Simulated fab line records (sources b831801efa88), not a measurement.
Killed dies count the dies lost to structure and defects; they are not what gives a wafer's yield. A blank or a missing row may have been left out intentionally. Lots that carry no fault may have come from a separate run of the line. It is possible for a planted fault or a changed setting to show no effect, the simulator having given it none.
Problem report in the 8D (eight disciplines) form, filled by code -- flow sfq line -- the parts of the form that need people (team, actions taken, sign-off) are left out

## 1. THE PROBLEM
Mean of spin speed rpm at SFQ_TRILAYER_I6_VIA_LITHO_COAT_169: 2693.4 rpm across 9 wafers in 3 lots; on wafers with no fault it is 3000.0 rpm (standard deviation 2). That is -99 or more standard deviations from the usual mean.
The step: resist thk 650 nm.
Earliest sighting: wafer L823.2 on litho track-04 at day 76 19:54. The record holds 45 wafers of 15 lots with a number at this step. By rule, "out" or "out of limits" means more than 4 standard deviations away from the usual mean. The other wafers with a number count as sound.

## 2. WHAT IT IS, WHAT IT ISN'T
question,is,is not
which readings at this step,spin speed rpm,chill plate temp C
which lots,"L823, L824, L825","L809, L810, L811, L812, L814, L815, L817, L826, L828, L829, L830, L831"
which wafers of those lots,all that have a number,-
read on which tools,litho track-04,"litho track-01, litho track-02"
when,from day 76 19:54,"up to then (21 sound wafers); but 15 sound wafers of L826, L828, L829, L830, L831 came after"

## 3. SUSPECTS, AND WHAT RULES EACH OUT
Counting: any tool at a process step up to the reading is kept as a suspect provided that every lot that is out went through it and no sound lot did after the first of them.
- litho track-04 at SFQ_TRILAYER_I6_VIA_LITHO_COAT_169 (resist thk 650 nm): kept. It ran every lot that is out, first L823 (day 76 19:54), and no sound lot after that; its last sound lot up to then is L817 (day 74 17:34). On those wafers its own readings are out: spin speed rpm.
Left after counting: litho track-04 at SFQ_TRILAYER_I6_VIA_LITHO_COAT_169.

## 4. THE CAUSE (what the simulator had put in)
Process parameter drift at SFQ_TRILAYER_I6_VIA_LITHO_COAT_169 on litho track-04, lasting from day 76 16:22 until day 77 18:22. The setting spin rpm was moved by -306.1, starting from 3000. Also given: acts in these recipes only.
Counting left only this tool.

## 5. SEQUENCE OF EFFECTS, ordered by route
Each row: a reading whose mean over the struck wafers that have a number lies more than 3 standard deviations from the usual. Readings are gone through only where the record gives a usual standard deviation; hours: the median, over the lots, of the time from a lot's start at the first step in this table giving one to that lot's start at this step; sigmas: the change measured in usual standard deviations.
hours,step,reading,usual,on struck wafers,change,sigmas
0,SFQ_TRILAYER_I6_VIA_LITHO_COAT_169,spin speed rpm,3000.0 rpm,2693.4,-306.6,-99 or more
Process steps it contains:
- SFQ_TRILAYER_I6_VIA_LITHO_COAT_169: resist thk 650 nm.
Later steps that measure or inspect, where all struck wafers having a row at the step show a number for every such reading and not one has moved that far: SFQ_M8_OVL_MEAS_948, SFQ_M8_RS_MEAS_949, SFQ_M8_BOW_MEAS_951.

## 6. WHAT WOULD HAVE CAUGHT IT SOONER
The fault began at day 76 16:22; the first out-of-limits reading in this record came at day 76 19:54, 4 hours later.
